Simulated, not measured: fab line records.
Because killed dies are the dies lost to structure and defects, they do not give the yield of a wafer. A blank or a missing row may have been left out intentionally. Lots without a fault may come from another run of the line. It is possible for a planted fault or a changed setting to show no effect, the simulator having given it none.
Struck lot and sound lot, side by side -- flow gf180mcu -- 15 out of 602 route steps
Sound: these wafers, L830.1, L830.2, L830.3. Struck: wafer L818.4; the same lot's L818.5 was not struck, so it is left out; see the end for the cause.
Per side, at each step with rows, come the tool, then ch with its chambers, and then its first start. Under that, the readings that differ: sound wafers -- struck wafers -- difference of the means -- sigmas: that difference in standard deviations of wafers without a fault.
alike: readings whose means differ by less than 2 such deviations, and words and numbers that are the same on both sides. not compared: withheld readings, readings that some wafer has no value for, bounds like >300 that may hide the same value, and numbers for which the record gives no deviation and whose values overlap.
A row with sigmas, a row that says differs or no value, or rows on one side alone: a step with any of these is where the two part. Non-overlapping numbers with no deviation appear without sigmas and do not part them. A reading missing from all wafers of one side parts the sides only when that side holds two or more wafers.

GF_HV_LDD_CD_MEAS_46: target cd 400 nm.
  sound on cd sem-02, day 19 09:14; struck on cd sem-01, day 14 20:24
reading,sound,struck,difference,sigmas
cd nm (nm),394.5 395.6 393.6,402.3,+7.7,+3
GF_HV_LDD_OVL_MEAS_47:
  sound on overlay-02, day 19 09:22; struck on overlay-02, day 14 20:29
  alike: HV_LDD_03_OVL
next, for these wafers, 1 step has no rows: GF_HV_LDD_IMPLANT_48.
GF_HV_LDD_STRIP_49: strips in O2/N2.
  sound on plasma asher-02 ch 0,1, day 19 09:33; struck on plasma asher-02 ch 1, day 14 20:41
reading,sound,struck,difference,sigmas
strip time to endpoint s (s),12.74 12.67 12.71,12.62,-0.09,-2
  alike: drypump motor current A, heater power w, oes product au
  not compared: rf hours counter h
GF_HV_LDD_TW_MEAS_50:
  sound on film metro-03, day 19 09:41; struck on film metro-03, day 14 20:47
  alike: HV_LDD_4_TW
then, 1 step without rows for these wafers: GF_HV_LDD_CLEAN_51 (cleans in SC1/SC2, time 150 s).
GF_HV_LDD_RTA_52: time 10 s.
  sound on rtp anneal-01 ch 0, day 19 09:47; struck on rtp anneal-02 ch 0, day 14 20:53
  alike: lamp power pct, wafer_temp_C_max
GF_HV_LDD_RS_MEAS_53: uses a four-point probe to measure.
  sound on film metro-04, day 19 09:52; struck on film metro-01, day 14 20:59
  alike: HV_LDD_RS
then, 1 step without rows for these wafers: GF_HV_LDD_CVD_54 (deposits SiO2 from TEOS, target thk 10 nm, time 75 s).
GF_HV_LDD_THK_MEAS_55:
  sound on film metro-03, day 19 11:00; struck on film metro-03, day 14 22:06
reading,sound,struck,difference,sigmas
HV_LDD_CVD_54_THK (nm),10.19 10.04 9.96,9.79,-0.27,-2
then, 1 step without rows for these wafers: GF_HV_LDD_CVD_56 (deposits Si3N4 from DCS/NH3, target thk 90 nm, time 1543 s).
GF_HV_LDD_THK_MEAS_57:
  sound on film metro-01, day 19 12:29; struck on film metro-04, day 14 23:35
reading,sound,struck,difference,sigmas
HV_LDD_CVD_56_THK (nm),90.8 90.5 90.5,89.1,-1.5,-2
GF_HV_LDD_ETCHBACK_58: etches Si3N4 in CH3F/O2, stops on SiO2, time 100 s, target depth 90 nm.
  sound on rie diel-03 ch 1,2,3, day 19 12:33; struck on rie diel-01 ch 2, day 14 23:37
reading,sound,struck,difference,sigmas
oes product au (a.u.),0.844 0.846 0.844,0.994,+0.149,+25
rf hours counter h (h),6 7 6,17,+11,
run length s (s),128.5 127.9 129.2,95.0,-33.5,-57
throttle valve pct (%),10.554 10.563 10.544,10.590,+0.036,+4
model.etch.depth nm (nm),90.78 90.46 90.52,77.96,-12.63,
model.SiO2_of_HV_LDD_CVD_54.thk nm (nm),7.72 7.573 7.46,8.156,+0.572,
  alike: drypump motor current A
then, 2 steps without rows for these wafers: GF_NSD_DEHYDRATE_00 (time 60 s); GF_PASSIVATION_PROBE_99.

WHERE THEY PART
First at GF_HV_LDD_CD_MEAS_46; last, within this record, at GF_HV_LDD_ETCHBACK_58.

WHY: the cause the simulator had injected
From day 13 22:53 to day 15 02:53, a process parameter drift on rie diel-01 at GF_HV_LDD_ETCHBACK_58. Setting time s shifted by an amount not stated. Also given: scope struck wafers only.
